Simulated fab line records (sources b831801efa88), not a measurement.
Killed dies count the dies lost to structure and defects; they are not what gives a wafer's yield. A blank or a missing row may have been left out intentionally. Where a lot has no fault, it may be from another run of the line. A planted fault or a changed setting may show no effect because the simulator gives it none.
Split-lot experiment :: flow sfq-line :: on a route of 325 steps: 5 lots, 23 wafers read

ABOUT THE SPLIT
At SFQ_TRILAYER_I6_VIA_LITHO_COAT_169 (resist thk 650 nm), the setting resist-thk-nm was moved away from the recipe's 650 nm on 10 of the 23 wafers read, by -4.5% to +3.7%. This setting was run at the recipe's value on the other wafers.

There is no step in the file separating the split from the reading.

THE READING
KrF_of_TRILAYER_I6_VIA_LITHO_COAT_169.thk-nm (the simulator's own value, which no gauge read), in nm, at SFQ_TRILAYER_I6_VIA_BARC_OPEN_VIA_ETCH_235 (etches BARC in O2, target depth 125 nm, time 41.7 s). No usual value for it is given in the file. The 13 wafers here that ran the recipe average 573.7 nm, standard deviation 3.2 nm.

wafer: L079.1
tool, chamber at the split: litho-track-02, 0
resist-thk-nm as run, nm: 650
against the recipe: recipe
KrF_of_TRILAYER_I6_VIA_LITHO_COAT_169.thk-nm, nm: 573.1
against lot-mates on the recipe: -

wafer: L079.2
tool, chamber at the split: litho-track-02, 0
resist-thk-nm as run, nm: 650
against the recipe: recipe
KrF_of_TRILAYER_I6_VIA_LITHO_COAT_169.thk-nm, nm: 573.3
against lot-mates on the recipe: -

wafer: L079.5
tool, chamber at the split: litho-track-02, 0
resist-thk-nm as run, nm: 650
against the recipe: recipe
KrF_of_TRILAYER_I6_VIA_LITHO_COAT_169.thk-nm, nm: 574.2
against lot-mates on the recipe: -

wafer: L080.1
tool, chamber at the split: litho-track-03, 0
resist-thk-nm as run, nm: 671.3
against the recipe: +3.3%
KrF_of_TRILAYER_I6_VIA_LITHO_COAT_169.thk-nm, nm: 593.4
against lot-mates on the recipe: +22.5

wafer: L080.2
tool, chamber at the split: litho-track-03, 0
resist-thk-nm as run, nm: 671.3
against the recipe: +3.3%
KrF_of_TRILAYER_I6_VIA_LITHO_COAT_169.thk-nm, nm: 594.8
against lot-mates on the recipe: +23.9

wafer: L080.3
tool, chamber at the split: litho-track-03, 0
resist-thk-nm as run, nm: 650
against the recipe: recipe
KrF_of_TRILAYER_I6_VIA_LITHO_COAT_169.thk-nm, nm: 570.1
against lot-mates on the recipe: -

wafer: L080.5
tool, chamber at the split: litho-track-03, 0
resist-thk-nm as run, nm: 650
against the recipe: recipe
KrF_of_TRILAYER_I6_VIA_LITHO_COAT_169.thk-nm, nm: 573
against lot-mates on the recipe: -

wafer: L080.6
tool, chamber at the split: litho-track-03, 0
resist-thk-nm as run, nm: 650
against the recipe: recipe
KrF_of_TRILAYER_I6_VIA_LITHO_COAT_169.thk-nm, nm: 569.5
against lot-mates on the recipe: -

wafer: L081.1
tool, chamber at the split: litho-track-01, 0
resist-thk-nm as run, nm: 634.6
against the recipe: -2.4%
KrF_of_TRILAYER_I6_VIA_LITHO_COAT_169.thk-nm, nm: 565.2
against lot-mates on the recipe: -10.6

wafer: L081.2
tool, chamber at the split: litho-track-01, 0
resist-thk-nm as run, nm: 650
against the recipe: recipe
KrF_of_TRILAYER_I6_VIA_LITHO_COAT_169.thk-nm, nm: 582.9
against lot-mates on the recipe: -

wafer: L081.3
tool, chamber at the split: litho-track-01, 0
resist-thk-nm as run, nm: 650
against the recipe: recipe
KrF_of_TRILAYER_I6_VIA_LITHO_COAT_169.thk-nm, nm: 572.9
against lot-mates on the recipe: -

wafer: L081.4
tool, chamber at the split: litho-track-01, 0
resist-thk-nm as run, nm: 650
against the recipe: recipe
KrF_of_TRILAYER_I6_VIA_LITHO_COAT_169.thk-nm, nm: 571.6
against lot-mates on the recipe: -

wafer: L081.5
tool, chamber at the split: litho-track-01, 0
resist-thk-nm as run, nm: 634.6
against the recipe: -2.4%
KrF_of_TRILAYER_I6_VIA_LITHO_COAT_169.thk-nm, nm: 555.4
against lot-mates on the recipe: -20.4

wafer: L083.2
tool, chamber at the split: litho-track-02, 0
resist-thk-nm as run, nm: 620.6
against the recipe: -4.5%
KrF_of_TRILAYER_I6_VIA_LITHO_COAT_169.thk-nm, nm: 543.6
against lot-mates on the recipe: -28.9

wafer: L083.3
tool, chamber at the split: litho-track-02, 0
resist-thk-nm as run, nm: 620.6
against the recipe: -4.5%
KrF_of_TRILAYER_I6_VIA_LITHO_COAT_169.thk-nm, nm: 546.9
against lot-mates on the recipe: -25.6

wafer: L083.4
tool, chamber at the split: litho-track-02, 0
resist-thk-nm as run, nm: 650
against the recipe: recipe
KrF_of_TRILAYER_I6_VIA_LITHO_COAT_169.thk-nm, nm: 572.8
against lot-mates on the recipe: -

wafer: L083.5
tool, chamber at the split: litho-track-02, 0
resist-thk-nm as run, nm: 620.6
against the recipe: -4.5%
KrF_of_TRILAYER_I6_VIA_LITHO_COAT_169.thk-nm, nm: 547.7
against lot-mates on the recipe: -24.8

wafer: L083.6
tool, chamber at the split: litho-track-02, 0
resist-thk-nm as run, nm: 650
against the recipe: recipe
KrF_of_TRILAYER_I6_VIA_LITHO_COAT_169.thk-nm, nm: 572.2
against lot-mates on the recipe: -

wafer: L084.1
tool, chamber at the split: litho-track-02, 0
resist-thk-nm as run, nm: 674
against the recipe: +3.7%
KrF_of_TRILAYER_I6_VIA_LITHO_COAT_169.thk-nm, nm: 594.8
against lot-mates on the recipe: +18.6

wafer: L084.2
tool, chamber at the split: litho-track-02, 0
resist-thk-nm as run, nm: 674
against the recipe: +3.7%
KrF_of_TRILAYER_I6_VIA_LITHO_COAT_169.thk-nm, nm: 597.8
against lot-mates on the recipe: +21.6

wafer: L084.3
tool, chamber at the split: litho-track-02, 0
resist-thk-nm as run, nm: 674
against the recipe: +3.7%
KrF_of_TRILAYER_I6_VIA_LITHO_COAT_169.thk-nm, nm: 594
against lot-mates on the recipe: +17.9

wafer: L084.4
tool, chamber at the split: litho-track-02, 0
resist-thk-nm as run, nm: 650
against the recipe: recipe
KrF_of_TRILAYER_I6_VIA_LITHO_COAT_169.thk-nm, nm: 576.4
against lot-mates on the recipe: -

wafer: L084.6
tool, chamber at the split: litho-track-02, 0
resist-thk-nm as run, nm: 650
against the recipe: recipe
KrF_of_TRILAYER_I6_VIA_LITHO_COAT_169.thk-nm, nm: 575.9
against lot-mates on the recipe: -

FIT RESULTS
A straight line over all 23 wafers: KrF_of_TRILAYER_I6_VIA_LITHO_COAT_169.thk-nm changes by +6.03 nm for each +1% of resist-thk-nm; r = +0.98; the points scatter about the line by 3.1 nm.
The same after taking each lot's own level away (the mean of its wafers on the recipe; 23 wafers): +5.92 nm for each +1%; r = +0.98; scatter 3.1 nm.
Per that fit: largest resist-thk-nm move, reading shift of 27 nm.
Across the lots, their own levels run from 570.87 to 576.15 nm, a range of 1.6 times the standard deviation given above.
The two slopes agree, so the slope changes little with the lot-to-lot level.
Check: for one of the wafers moved furthest among these (-4.5%), held out of the fit, the line's prediction against its lot-mates is -26.4 nm. It came out at -28.9 nm against them.

FURTHER SPLITS ON THESE WAFERS
Before the reading, these wafers also passed through other splits. Each is held against what the fit with the lots' levels taken away leaves over:
other split on the same wafers: SFQ_TRILAYER_M6_ETCH_METAL_ETCH_162 icp-w
wafers away from the commonest value: 7
r with KrF_of_TRILAYER_I6_VIA_LITHO_COAT_169.thk-nm (lot level and that fit taken away): +0.16

THE WHOLE CHAIN: every reading that the file lists as answering this split, in the file's order
step: SFQ_TRILAYER_I6_VIA_LITHO_COAT_169
what it does: resist thk 650 nm
reading: KrF_of_TRILAYER_I6_VIA_LITHO_COAT_169.thk-nm (the simulator's own value, which no gauge read)
change (the file's fit): +6.36 nm for each +1% of the setting
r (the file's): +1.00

step: SFQ_TRILAYER_I6_VIA_BARC_OPEN_VIA_ETCH_235
what it does: etches BARC in O2, target depth 125 nm, time 41.7 s
reading: KrF_of_TRILAYER_I6_VIA_LITHO_COAT_169.thk-nm (the simulator's own value, which no gauge read)
change (the file's fit): +6.03 nm for each +1% of the setting
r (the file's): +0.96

FILE'S OWN FIT
KrF_of_TRILAYER_I6_VIA_LITHO_COAT_169.thk-nm changes by +6.03 nm for each +1% of resist-thk-nm, r = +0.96.
